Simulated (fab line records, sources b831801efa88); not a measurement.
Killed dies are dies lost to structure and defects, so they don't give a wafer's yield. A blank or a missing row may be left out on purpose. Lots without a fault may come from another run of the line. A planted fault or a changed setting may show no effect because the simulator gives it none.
fab line records | flow sky130
record lots=6 wafers=18 last_day=50
route steps=708 shown LDD_P@263 LDD_HVN@267 LDD_HVP@278 PAD_OPEN@708
lots that met no fault: from a run of the same line without faults
start_h: hours from the record's first day to the start of the lot's first wafer shown | wait_h: hours since the lot's step before | " the same as in the row above | L1.1+2: a row that stands for several wafers | - no value, or no start given | * or withheld: withheld | < > ~ a bound
route shown NAME@n: a module of which the file shows steps, and the number in the route of the first | usual: mean/standard deviation of fault-free wafers | same: alike in all rows | chamber/n: place in a boat | sites: the reading at each site | _std_site: their standard deviation | _edge_site: outer sites' mean less inner sites' | radius_mm: how far each site lies from the wafer's centre | mask NAME#n: copy n | behind: the tool/chamber that last shaped the wafer | hold: why the lot was held/for how many hours/how that ended | device: the transistor (n, p or np) that didn't switch | end of line: the same wafers' tests at the end of the route | a step without rows: its recipe alone | killed: dies lost to structure and defects at the first sort, not the wafer's yield | map: a wafer's dies, x killed, . not, _ none there
set.NAME: the setting as run; set.NAME@STEP: as run at that earlier step | model.NAME: the simulator's own value behind a step, which no gauge read
lots at some steps of the route; a table a step, a row a wafer
services: from which hour (start_h, from the record's first day; less than 0 if before it) a tool's chamber was out of use, for how many hours, and why
## steps
# step SKY_LDD_P_OVL_MEAS_08
# usual LDD_P_OVL=-0.4/1.2
# columns lot.wafer tool chamber start_h wait_h LDD_P_OVL[nm]
L176.2 overlay-02 - 465.84 0.1 -0.2
L176.3 " - " " -0.8
L176.6 " - " " -2.6
L177.2 overlay-01 - 466.14 0.1 -0.2
L177.3 " - " " -1.4
L177.5 " - " " -1.8
L185.2 overlay-02 - 547.84 0.1 -0.2
L185.4 " - " " -0.9
L185.5 " - " " 0.0
L186.3 overlay-02 - 557.40 0.1 2.0
L186.4 " - " " -0.2
L186.6 " - " " -0.4
L188.1 overlay-02 - 579.05 0.1 -0.2
L188.3 " - " " 0.8
L188.5 " - " " -0.5
L192.2 overlay-01 - 614.09 0.1 0.4
L192.5 " - " " -0.7
L192.6 " - " " 0.1
# step SKY_LDD_P_IMPLANT_09
# recipe species=BF2 energy_kev=25 dose_cm2=1e+13 tilt_deg=withheld
# step SKY_LDD_P_STRIP_10
# recipe chemistry=O2/N2 power_w=1400 pressure_mtorr=1500 platen_temp_c=withheld o2_flow_sccm=3000 n2_flow_sccm=300 overash_fraction=0.5
# usual chamber_pressure_mTorr=1499.9/1.4 drypump_motor_current_A=5.9/0.46 oes_product_au=0.715/0.0047 strip_time_to_endpoint_s=13.99/0.039
# columns lot.wafer tool chamber start_h wait_h chamber_pressure_mTorr drypump_motor_current_A oes_product_au rf_hours_counter_h strip_time_to_endpoint_s
L176.2 plasma_asher-04 0 466.02 0.1 1498.5 6.5 0.715 64 14.01
L176.3 " 1 " " 1500.8 5.8 0.712 - 13.96
L176.6 " 1 " " 1500.2 5.8 0.711 - 13.97
L177.2 plasma_asher-02 0 466.32 0.1 1497.8 6.8 0.715 4 14.02
L177.3 " 0 " " 1497.3 6.8 0.720 - 13.97
L177.5 " 0 " " 1500.3 6.8 0.717 - 13.97
L185.2 plasma_asher-03 0 548.02 0.1 1500.9 5.8 0.715 81 13.93
L185.4 " 1 " " 1501.1 5.5 0.714 - 13.97
L185.5 " 1 " " 1500.3 5.6 0.711 - 13.96
L186.3 plasma_asher-02 0 557.61 0.1 1499.1 6.8 0.710 - 14.00
L186.4 " 1 " " 1498.6 5.5 0.733 - 14.03
L186.6 " 0 " " 1500.3 6.7 0.713 - 14.01
L188.1 plasma_asher-03 1 579.24 0.1 1500.5 5.5 0.704 84 14.00
L188.3 " 0 " " 1498.3 5.8 0.710 - 13.94
L188.5 " 0 " " 1498.5 5.7 0.718 - 13.99
L192.2 plasma_asher-04 0 614.27 0.1 1502.3 6.6 0.713 78 14.00
L192.5 " 1 " " 1497.5 5.8 0.715 - 14.01
L192.6 " 0 " " 1499.6 6.6 0.722 - 14.02
# step SKY_LDD_P_TW_MEAS_11
# usual LDD_P_TW=635/3.9
# columns lot.wafer tool chamber start_h wait_h LDD_P_TW
L176.2 film_metro-02 - 466.13 0.1 627
L176.3 " - " " 630
L176.6 " - " " 627
L177.2 film_metro-02 - 466.43 0.1 629
L177.3 " - " " 628
L177.5 " - " " 627
L185.2 film_metro-02 - 548.13 0.1 633
L185.4 " - " " 632
L185.5 " - " " 632
L186.3 film_metro-02 - 557.69 0.1 634
L186.4 " - " " 629
L186.6 " - " " 631
L188.1 film_metro-04 - 579.34 0.1 638
L188.3 " - " " 638
L188.5 " - " " 637
L192.2 film_metro-04 - 614.38 0.1 638
L192.5 " - " " 637
L192.6 " - " " 637
# step SKY_LDD_HVN_DEHYDRATE_00
# recipe temp_c=200 time_s=60
# step SKY_LDD_HVN_HMDS_01
# recipe prime_time_s=60 prime_temp_c=120
# step SKY_LDD_HVN_COAT_02
# recipe resist=NOVOLAK spin_rpm=3000 resist_thk_nm=300
# step SKY_LDD_HVN_SOFTBAKE_03
# recipe temp_c=90 time_s=57.99 resist=NOVOLAK
# step SKY_LDD_HVN_EXPOSE_04
# recipe mask_id=HVNTM na=0.6 source_shape=conventional sigma_outer=0.6 polarization=unpolarized target_cd_nm=700 dose_mj=127
# step SKY_LDD_HVN_PEB_05
# recipe temp_c=withheld time_s=* resist=NOVOLAK
# step SKY_LDD_HVN_DEVELOP_06
# recipe resist=NOVOLAK developer=TMAH develop_time_s=60 dev_temp_c=23
# step SKY_LDD_HVN_OVL_MEAS_07
# usual LDD_HVN_OVL=0.0/1.2
# columns lot.wafer tool chamber start_h wait_h LDD_HVN_OVL[nm]
L176.2 overlay-01 - 496.64 0.1 -1.3
L176.3 " - " " -1.5
L176.6 " - " " -3.1
L177.2 overlay-01 - 496.94 0.1 2.1
L177.3 " - " " 2.9
L177.5 " - " " 1.2
L185.2 overlay-02 - 578.82 0.1 1.1
L185.4 " - " " -0.8
L185.5 " - " " 1.2
L186.3 overlay-01 - 587.54 0.1 -0.6
L186.4 " - " " 0.0
L186.6 " - " " 0.6
L188.1 overlay-01 - 608.33 0.1 -0.3
L188.3 " - " " -0.4
L188.5 " - " " -0.7
L192.2 overlay-01 - 641.14 0.1 0.6
L192.5 " - " " 1.0
L192.6 " - " " 1.0
# step SKY_LDD_HVN_IMPLANT_08
# recipe species=P energy_kev=60 dose_cm2=3e+13 tilt_deg=40
# usual end_station_pressure_torr=5.1e-06/2.5e-07
# columns lot.wafer tool chamber start_h wait_h end_station_pressure_torr
L176.2 implanter-01 0 496.69 0.0 5.32e-06
L176.3 " 0 " " 5.25e-06
L176.6 " 0 " " 5.28e-06
L177.2 implanter-04 0 496.99 0.0 4.81e-06
L177.3 " 0 " " 5.18e-06
L177.5 " 0 " " 4.74e-06
L185.2 implanter-01 0 578.87 0.0 5.63e-06
L185.4 " 0 " " 4.77e-06
L185.5 " 0 " " 5.28e-06
L186.3 implanter-01 0 587.62 0.1 5.1e-06
L186.4 " 0 " " 4.66e-06
L186.6 " 0 " " 5.28e-06
L188.1 implanter-02 0 608.37 0.0 5e-06
L188.3 " 0 " " 5.09e-06
L188.5 " 0 " " 4.78e-06
L192.2 implanter-02 0 641.19 0.0 5.17e-06
L192.5 " 0 " " 4.99e-06
L192.6 " 0 " " 4.96e-06
# step SKY_LDD_HVN_STRIP_09
# recipe chemistry=O2/N2 power_w=1400 pressure_mtorr=1500 platen_temp_c=withheld o2_flow_sccm=3000 n2_flow_sccm=300 overash_fraction=0.5
# usual chamber_pressure_mTorr=1499.9/1.3 drypump_motor_current_A=6.0/0.43 oes_product_au=0.408/0.0049 strip_time_to_endpoint_s=4.138/0.018
# columns lot.wafer tool chamber start_h wait_h chamber_pressure_mTorr drypump_motor_current_A oes_product_au rf_hours_counter_h strip_time_to_endpoint_s
L176.2 plasma_asher-04 1 496.82 0.1 1498.5 5.8 0.410 67 4.135
L176.3 " 0 " " 1498.5 6.5 0.405 - 4.132
L176.6 " 1 " " 1499.2 5.8 0.400 - 4.134
L177.2 plasma_asher-01 1 497.12 0.1 1499.1 6.4 0.408 40 4.101
L177.3 " 0 " " 1499.9 5.4 0.412 - 4.122
L177.5 " 0 " " 1503.3 5.4 0.408 - 4.128
L185.2 plasma_asher-04 0 579.00 0.1 1501.0 6.5 0.398 75 4.118
L185.4 " 0 " " 1500.1 6.5 0.402 - 4.113
L185.5 " 1 " " 1499.5 5.8 0.409 - 4.108
L186.3 plasma_asher-03 1 587.75 0.1 1497.6 5.6 0.402 - 4.142
L186.4 " 0 " " 1498.8 5.8 0.405 - 4.163
L186.6 " 1 " " 1499.5 5.6 0.408 - 4.140
L188.1 plasma_asher-01 0 608.52 0.1 1499.4 5.4 0.409 51 4.134
L188.3 " 1 " " 1499.9 6.4 0.400 - 4.104
L188.5 " 0 " " 1499.8 5.4 0.406 - 4.119
L192.2 plasma_asher-04 1 641.32 0.1 1500.2 5.8 0.410 81 4.105
L192.5 " 0 " " 1503.0 6.6 0.413 - 4.138
L192.6 " 1 " " 1501.1 5.8 0.412 - 4.114
# step SKY_LDD_HVN_TW_MEAS_10
# usual LDD_HVN_TW=1435/11
# columns lot.wafer tool chamber start_h wait_h LDD_HVN_TW
L176.2 film_metro-03 - 496.93 0.1 1441
L176.3 " - " " 1437
L176.6 " - " " 1441
L177.2 film_metro-02 - 497.23 0.1 1436
L177.3 " - " " 1430
L177.5 " - " " 1434
L185.2 film_metro-02 - 579.11 0.1 1357
L185.4 " - " " 1354
L185.5 " - " " 1421
L186.3 film_metro-02 - 587.84 0.1 1362
L186.4 " - " " 1356
L186.6 " - " " 1424
L188.1 film_metro-01 - 608.62 0.1 1446
L188.3 " - " " 1452
L188.5 " - " " 1454
L192.2 film_metro-01 - 641.43 0.1 1449
L192.5 " - " " 1444
L192.6 " - " " 1444
# step SKY_LDD_HVP_DEHYDRATE_00
# recipe temp_c=200 time_s=60
# step SKY_PAD_OPEN_PROBE_99
# usual killed_at_M0_to_M3=43/6.8 killed_at_M4_up=3.3/1.8 killed_at_contacts=25/5.9 killed_at_front_end=16/4.2 killed_at_other=0.3/0.69 killed_dies=87/8.6 killed_open=48/6.3 killed_short=39/5.3
# same gross_dies=492 killed_at_back_side=0
# columns lot.wafer tool chamber start_h wait_h killed_at_M0_to_M3 killed_at_M4_up killed_at_contacts killed_at_front_end killed_at_other killed_dies killed_open killed_short model.etest.tip_n_5v.rs_ohm_sq model.etest.tip_n_5v.rs_ohm_sq_range model.etest.tip_n_5v.rs_ohm_sq_rim_less_centre model.etest.nfet_g5v0d10v5.r_on_ohm_um model.etest.nfet_g5v0d10v5.vt_sat_v model.etest.nfet_g5v0d10v5.vt_v_range
L176.2 prober-01 - 1095.49 0.1 52 1 19 16 0 88 52 36 1399 32.79 -0.1875 1868 0.7605 0.02411
L176.3 prober-01 - 1095.54 0.2 49 4 30 12 0 95 53 42 1393 12.73 6.929 1849 0.776 0.01861
L176.6 prober-01 - 1095.69 0.2 41 0 26 14 0 81 47 34 1400 27.92 -5.787 1847 0.7635 0.01079
L177.2 prober-02 - 1096.64 0.1 32 3 31 16 0 82 46 36 1389 33.89 10.74 1876 0.7647 0.01067
L177.3 prober-02 - 1096.69 0.2 47 4 20 16 0 87 52 35 1374 54.55 15.61 1878 0.7601 0.006371
L177.5 prober-02 - 1096.79 0.2 41 3 18 18 1 81 42 39 1378 36.88 -3.78 1883 0.7651 0.01692
L185.2 prober-01 - 1148.55 0.1 17 1 23 21 0 62 36 21 1674 308.9 -159.9 1946 0.7837 0.01887
L185.4 prober-01 - 1148.65 0.2 39 2 30 20 0 91 52 39 1656 285.4 -121.4 1941 0.7817 0.01977
L185.5 prober-01 - 1148.70 0.2 45 4 30 15 0 94 48 46 1380 34.87 -3.782 1877 0.7607 0.01727
L186.3 prober-02 - 1154.85 0.2 49 4 31 16 0 100 59 41 1682 358.5 -163.4 1936 0.7895 0.02433
L186.4 prober-02 - 1154.90 0.2 47 3 31 17 1 99 53 46 1692 329 -183.6 1937 0.7794 0.02206
L186.6 prober-02 - 1155.00 0.2 56 4 32 13 0 105 62 43 1391 23.47 -4.195 1892 0.7583 0.0111
L188.1 prober-01 - 1170.54 0.1 44 2 26 15 0 87 43 44 1390 36.08 2.959 1905 0.7646 0.01229
L188.3 prober-01 - 1170.64 0.2 37 4 34 12 0 87 45 42 1379 27.63 8.587 1917 0.7694 0.01286
L188.5 prober-01 - 1170.74 0.2 38 4 33 12 1 88 39 49 1384 26.95 0.4248 1926 0.7756 0.01423
L192.2 prober-02 - 1188.99 0.1 41 2 19 17 0 79 46 33 1402 22.26 -5.271 1918 0.765 0.01133
L192.5 prober-02 - 1189.14 0.2 42 6 22 14 0 84 48 35 1393 40.8 -27.51 1885 0.7659 0.01305
L192.6 prober-02 - 1189.19 0.2 52 6 19 10 0 87 49 38 1404 29.12 -24.17 1906 0.7706 0.01366
# killed by level:class
L176.2 VIA1:geometric_particle:open=12 METAL1:geometric_particle:short=10 VIA3:geometric_particle:open=9 VIA2:geometric_particle:open=8 LOCAL_INTERCONNECT:geometric_particle:short=6 METAL2:geometric_particle:short=6 LI_CONTACT:geometric_particle:open=5 POLY_GATE:geometric_particle:open=5
L176.3 LI_CONTACT:geometric_particle:open=11 VIA2:geometric_particle:open=9 VIA3:geometric_particle:open=9 LOCAL_INTERCONNECT:geometric_particle:short=8 METAL1:geometric_particle:short=8 VIA1:geometric_particle:open=7 CONTACT:geometric_particle:open=7 POLY_GATE:geometric_particle:short=6
L176.6 CONTACT:geometric_particle:open=10 VIA1:geometric_particle:open=7 LI_CONTACT:geometric_particle:open=7 VIA3:geometric_particle:open=7 METAL2:geometric_particle:short=6 LOCAL_INTERCONNECT:geometric_particle:short=5 POLY_GATE:geometric_particle:open=4 METAL1:geometric_particle:short=4
L177.2 CONTACT:geometric_particle:short=12 CONTACT:geometric_particle:open=12 VIA1:geometric_particle:open=9 VIA2:geometric_particle:open=7 FIELD_ISO:geometric_particle:short=6 FIELD_ISO:geometric_particle:open=5 LI_CONTACT:geometric_particle:open=4 VIA3:geometric_particle:open=4
L177.3 VIA1:geometric_particle:open=13 VIA2:geometric_particle:open=13 CONTACT:geometric_particle:short=6 VIA1:geometric_particle:short=6 FIELD_ISO:geometric_particle:open=5 CONTACT:geometric_particle:open=5 POLY_GATE:geometric_particle:open=4 LI_CONTACT:geometric_particle:open=4
L177.5 VIA1:geometric_particle:open=10 VIA3:geometric_particle:open=7 POLY_GATE:geometric_particle:short=6 CONTACT:geometric_particle:open=6 FIELD_ISO:geometric_particle:short=5 LI_CONTACT:geometric_particle:open=5 VIA2:geometric_particle:open=5 VIA1:geometric_particle:short=4
L185.2 CONTACT:geometric_particle:open=9 FIELD_ISO:geometric_particle:open=5 LI_CONTACT:geometric_particle:open=5 POLY_GATE:geometric_particle:short=4 LOCAL_INTERCONNECT:geometric_particle:short=4 VIA1:geometric_particle:open=4 VIA2:geometric_particle:open=4 VIA3:geometric_particle:open=4
L185.4 LI_CONTACT:geometric_particle:open=12 METAL1:geometric_particle:short=9 FIELD_ISO:geometric_particle:open=8 CONTACT:geometric_particle:open=7 VIA1:geometric_particle:open=7 CONTACT:geometric_particle:short=5 VIA3:geometric_particle:open=5 VIA3:geometric_particle:short=4
L185.5 VIA1:geometric_particle:open=12 VIA3:geometric_particle:open=10 CONTACT:geometric_particle:open=9 LI_CONTACT:geometric_particle:open=6 LOCAL_INTERCONNECT:geometric_particle:short=6 METAL2:geometric_particle:short=6 FIELD_ISO:geometric_particle:open=4 FIELD_ISO:geometric_particle:short=4
L186.3 VIA2:geometric_particle:open=13 LI_CONTACT:geometric_particle:open=13 VIA1:geometric_particle:open=11 CONTACT:geometric_particle:short=7 CONTACT:geometric_particle:open=6 VIA1:geometric_particle:short=6 METAL2:geometric_particle:short=5 FIELD_ISO:geometric_particle:short=4
L186.4 CONTACT:geometric_particle:open=14 METAL2:geometric_particle:short=10 VIA1:geometric_particle:open=8 FIELD_ISO:geometric_particle:open=7 VIA2:geometric_particle:open=6 LI_CONTACT:geometric_particle:open=5 METAL1:geometric_particle:short=5 METAL3:geometric_particle:short=5
L186.6 VIA1:geometric_particle:open=12 CONTACT:geometric_particle:open=11 LI_CONTACT:geometric_particle:open=10 VIA1:geometric_particle:short=9 LI_CONTACT:geometric_particle:short=8 METAL1:geometric_particle:short=6 VIA2:geometric_particle:open=6 VIA2:geometric_particle:short=6
L188.1 VIA1:geometric_particle:open=11 CONTACT:geometric_particle:open=8 LI_CONTACT:geometric_particle:open=6 VIA2:geometric_particle:open=6 LOCAL_INTERCONNECT:geometric_particle:short=5 VIA1:geometric_particle:short=5 POLY_GATE:geometric_particle:short=4 METAL1:geometric_particle:short=4
L188.3 LI_CONTACT:geometric_particle:open=9 VIA1:geometric_particle:open=9 LOCAL_INTERCONNECT:geometric_particle:short=8 CONTACT:geometric_particle:open=8 VIA3:geometric_particle:open=6 VIA1:geometric_particle:short=5 METAL3:geometric_particle:short=5 POLY_GATE:geometric_particle:open=4
L188.5 CONTACT:geometric_particle:open=10 VIA1:geometric_particle:open=10 LOCAL_INTERCONNECT:geometric_particle:short=9 LI_CONTACT:geometric_particle:open=7 METAL2:geometric_particle:short=7 METAL1:geometric_particle:short=6 CONTACT:geometric_particle:short=5 VIA1:geometric_particle:short=4
L192.2 VIA1:geometric_particle:open=8 CONTACT:geometric_particle:open=8 VIA2:geometric_particle:open=7 FIELD_ISO:geometric_particle:open=6 LI_CONTACT:geometric_particle:open=5 METAL2:geometric_particle:short=5 VIA3:geometric_particle:open=5 VIA3:geometric_particle:short=5
L192.5 CONTACT:geometric_particle:open=9 VIA1:geometric_particle:open=9 VIA3:geometric_particle:open=8 LI_CONTACT:geometric_particle:open=6 FIELD_ISO:geometric_particle:open=5 POLY_GATE:geometric_particle:short=5 METAL4:geometric_particle:short=5 METAL2:geometric_particle:short=4
L192.6 VIA1:geometric_particle:open=13 LI_CONTACT:geometric_particle:open=10 VIA3:geometric_particle:open=8 VIA3:geometric_particle:short=7 METAL2:geometric_particle:short=5 VIA2:geometric_particle:open=5 METAL1:geometric_particle:short=4 VIA1:geometric_particle:short=4
## services
# columns tool chamber start_h hours kind
implanter-02 - 457.51 6.4 repair
plasma_asher-02 - 472.70 11.5 repair
plasma_asher-02 - 481.57 3.6 repair
implanter-04 - 487.40 7.4 repair
implanter-02 - 488.03 1.3 repair
plasma_asher-04 - 499.27 5.6 repair
implanter-01 - 513.69 3.3 repair
implanter-02 - 550.79 0.6 repair
plasma_asher-02 - 595.27 0.7 repair
plasma_asher-04 - 600.10 1.6 repair
plasma_asher-01 - 609.19 5.1 repair
plasma_asher-04 - 611.08 2.1 repair
plasma_asher-01 - 614.37 2.8 pm
implanter-02 - 624.57 6.4 repair
## key
first_sign step=SKY_LDD_HVN_TW_MEAS_10 reading=LDD_HVN_TW direction=down sigmas=6.8 usual=1435 struck=1357
effect none on later readings
model_effect step=SKY_PAD_OPEN_PROBE_99 value=etest.tip_n_5v.rs_ohm_sq without=1382 struck=1676
met_at SKY_LDD_HVN_IMPLANT_08
struck_wafers L185.2,L185.4,L186.3,L186.4
tester_left_out L185,L186
onset_between 496.69 578.87
fault kind=process_parameter_drift tool=implanter-01 chamber=- onset_h=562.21 steps=SKY_LDD_HVN_IMPLANT_08 channel=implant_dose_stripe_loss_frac offset=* shape=step end_h=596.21 scope=struck_wafers_only
# tester_left_out: of these lots the tester's yield and bins aren't shown, on N5 and GAA mostly nor the transistor test; their killed dies are dies lost to structure and defects alone, not to doping, threshold or leakage, so they don't give the yield
